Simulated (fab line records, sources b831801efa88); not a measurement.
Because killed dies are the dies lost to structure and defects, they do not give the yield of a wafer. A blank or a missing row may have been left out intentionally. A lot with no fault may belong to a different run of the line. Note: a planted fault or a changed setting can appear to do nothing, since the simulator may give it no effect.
The same fault as seen by 2 desks | flow sfq line | each desk has only its own numbers; what lay behind them comes last

## METROLOGY DESK
Lot by lot, what the gauges showed, no matter which tool ran the lot: averages of those sampled wafers that carry a number. Marked OUT: a lot whose mean sits more than 4 standard deviations from the usual mean, which makes it out of limits; the brackets give that distance.
Columns: A = R5_MONX_RS at SFQ_R5_RS_MEAS_933, usual 7.03 ohm/sq; B = R5_MONX_THK at SFQ_R5_THK_MEAS_934, usual 40.6 nm; C = R5_OVL at SFQ_R5_OVL_MEAS_935, usual 0 nm; D = I5_OVL at SFQ_I5_OVL_MEAS_936, usual 1 nm; E = C5_OVL at SFQ_C5_OVL_MEAS_937, usual -2 nm; F = M6_NB_RS at SFQ_M6_RS_MEAS_938, usual 0.887 ohm/sq; G = M8_BOW at SFQ_M8_BOW_MEAS_951, usual 7 um
lot  | first seen here | A    | B    | C  | D  | E  | F     | G
L536 | day 44 05:11    | 6.96 | 40.8 | 4  | 6  | -1 | 0.895 | -12
L547 | day 49 04:07    | 7.07 | 40.6 | -3 | 0  | -6 | 0.886 | 12
L549 | day 61 07:00    | 6.97 | 40.7 | 2  | 4  | 5  | 0.876 | 4
L550 | day 61 09:13    | 7.02 | 40.8 | 8  | -4 | -7 | 0.863 | 17
L554 | day 61 15:12    | 6.94 | 41.2 | -0 | 3  | -4 | 0.895 | 5
L558 | day 61 22:00    | 7.06 | 40.2 | -4 | -2 | 1  | 0.895 | -2
This desk found nothing out of limits on any of the 6 lots.

## AT THE TOOL OWNER'S DESK: rie metal-04
The tool's own readings at SFQ_TRILAYER_R5_ETCH_METAL_ETCH_139 (etches the open film in Cl2, stops on SiO2, target depth 60 nm, time 40 s): means of the sampled wafers that have a number, for each lot that ran on this tool. Marked OUT: a lot whose mean sits more than 4 standard deviations from the usual mean, which makes it out of limits; the brackets give that distance.
Columns: A = drypump motor current A at SFQ_TRILAYER_R5_ETCH_METAL_ETCH_139, usual 5.9 A; B = oes product au at SFQ_TRILAYER_R5_ETCH_METAL_ETCH_139, usual 0.991 a.u.; C = rf fwd power W at SFQ_TRILAYER_R5_ETCH_METAL_ETCH_139, usual 593.2 W
lot  | first seen here | A   | B               | C
L547 | day 50 11:20    | 5.9 | 0.993           | 589.3
L549 | day 61 09:55    | 6.1 | 0.922 (-12) OUT | 496.4 (-39) OUT
L550 | day 61 16:15    | 5.9 | 0.919 (-13) OUT | 495.6 (-39) OUT
This desk's finding: out of limits on L549, L550; first on L549, day 61 09:55 (oes product au at SFQ_TRILAYER_R5_ETCH_METAL_ETCH_139). Within limits: L547.

## BROUGHT TOGETHER
The tool owner's desk could have raised an alarm at day 61 09:55, on L549, L550.
Nothing out of limits was seen by the metrology desk.
The metrology desk holds a record of L549, L550, inside its limits.
Of the lots named, all ran SFQ_TRILAYER_R5_ETCH_METAL_ETCH_139 on rie metal-04.

## WHAT THE SIMULATOR HAD INSERTED
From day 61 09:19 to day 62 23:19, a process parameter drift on rie metal-04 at SFQ_TRILAYER_R5_ETCH_METAL_ETCH_139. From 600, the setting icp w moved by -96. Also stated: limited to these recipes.
Struck lots among those shown: L549, L550.
Hours from the fault's start to each desk's first reading out of limits: the tool owner's desk, 1.
